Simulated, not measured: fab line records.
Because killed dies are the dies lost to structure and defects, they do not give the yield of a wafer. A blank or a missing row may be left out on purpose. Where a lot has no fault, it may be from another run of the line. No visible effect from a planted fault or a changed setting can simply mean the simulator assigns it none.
Problem report, 8D (eight disciplines) form, completed by code / flow gf180mcu / the parts of the form that need people (team, actions taken, sign-off) are left out

1. WHAT WENT WRONG
Across 6 wafers from 2 lots, PSD_RS at GF_PSD_RS_MEAS_15 averages 107.20 ohm/sq, while fault-free wafers read 108.56 ohm/sq with a standard deviation of 0.28. That is -4.9 standard deviations from the usual mean.
The step: measures by four-point-probe.
First observed at day 16 08:58: wafer L795.1, on film_metro-03. Wafers with a number at this step in the record: 33, from 11 lots. Rule for "out", or "out of limits": more than 4 standard deviations from the usual mean. The rest of the wafers with a number are treated as sound.

2. WHAT THIS IS AND IS NOT
question=which readings at this step | is=PSD_RS | is not=-
question=which lots | is=L795, L796 | is not=L790, L797, L803, L804, L805, L807, L810, L811, L812
question=which wafers of those lots | is=all that have a number | is not=-
question=read on which gauges | is=film_metro-03 | is not=film_metro-01, film_metro-04
question=when | is=from day 16 08:58 | is not=up to then (3 sound wafers); but 24 sound wafers of L797, L803, L804, L805, L807, L810, L811, L812 came after

3. WHAT RULES OUT EACH SUSPECT
Counting: any tool at a process step up to the reading is kept as a suspect provided that every lot that is out went through it and no sound lot did after the first of them.
- the gauge at GF_PSD_RS_MEAS_15: ruled out. All the wafers that are out were read on film_metro-03, but those of them that GF_PSD_IMPLANT_09 has rows for are out there too, on other tools.
- rie_diel-01 at GF_POLY_GATE_ETCH_12 (etches BARC in N2/H2): ruled out as a lasting fault. Sound lots L805, L807, L810 ran on it after its first lot that is out, L795 (day 10 23:06).
- plasma_asher-01 at GF_HV_LDD_STRIP_10 (strips in O2/N2): ruled out as a lasting fault. Sound lots L807, L810, L811, L812 ran on it after its first lot that is out, L795 (day 11 20:03).
- implanter-02 at GF_PSD_IMPLANT_09: ruled out as a lasting fault. Sound lots L803, L804, L810 ran on it after its first lot that is out, L795 (day 16 08:24).
Left after counting: nothing in the record.

4. THE CAUSE (what the simulator had put in)
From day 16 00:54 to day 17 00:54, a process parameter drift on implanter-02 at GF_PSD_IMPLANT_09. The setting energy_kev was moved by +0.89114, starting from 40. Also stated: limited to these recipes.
The count ruled it out by mistake, since the rule takes a fault to strike every lot its tool runs from the start of the fault on, and this one did not do so.

5. SEQUENCE OF EFFECTS, ordered by route
Each row: a reading where the mean over the struck wafers with a number is more than 3 standard deviations away from the usual. Scope: only readings with a usual standard deviation given in the record; hours: median across lots of the time from each lot's start at the first step in this table that gives one to its start at this step; sigmas: change in usual standard deviations.
hours=0; step=GF_PSD_IMPLANT_09; reading=beam_energy_keV; usual=40.002; on struck wafers=40.903; change=+0.901; sigmas=+69
hours=0; step=GF_PSD_STRIP_10; reading=strip_time_to_endpoint_s; usual=16.51 s; on struck wafers=16.65; change=+0.14; sigmas=+3.8
hours=1; step=GF_PSD_RS_MEAS_15; reading=PSD_RS; usual=108.56 ohm/sq; on struck wafers=107.20; change=-1.36; sigmas=-4.9
Its process steps:
- GF_PSD_IMPLANT_09
- GF_PSD_STRIP_10: strips in O2/N2.

6. WHAT WOULD HAVE CAUGHT IT SOONER
The first out-of-limits reading at a measuring or inspecting step in this record came at day 16 08:58, 8 hours after the fault's start at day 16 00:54.
At GF_PSD_IMPLANT_09, the tool's own readings (beam_energy_keV) were out on each struck wafer the step has a row for, so an alarm limit on them would have fired on the first such wafer.
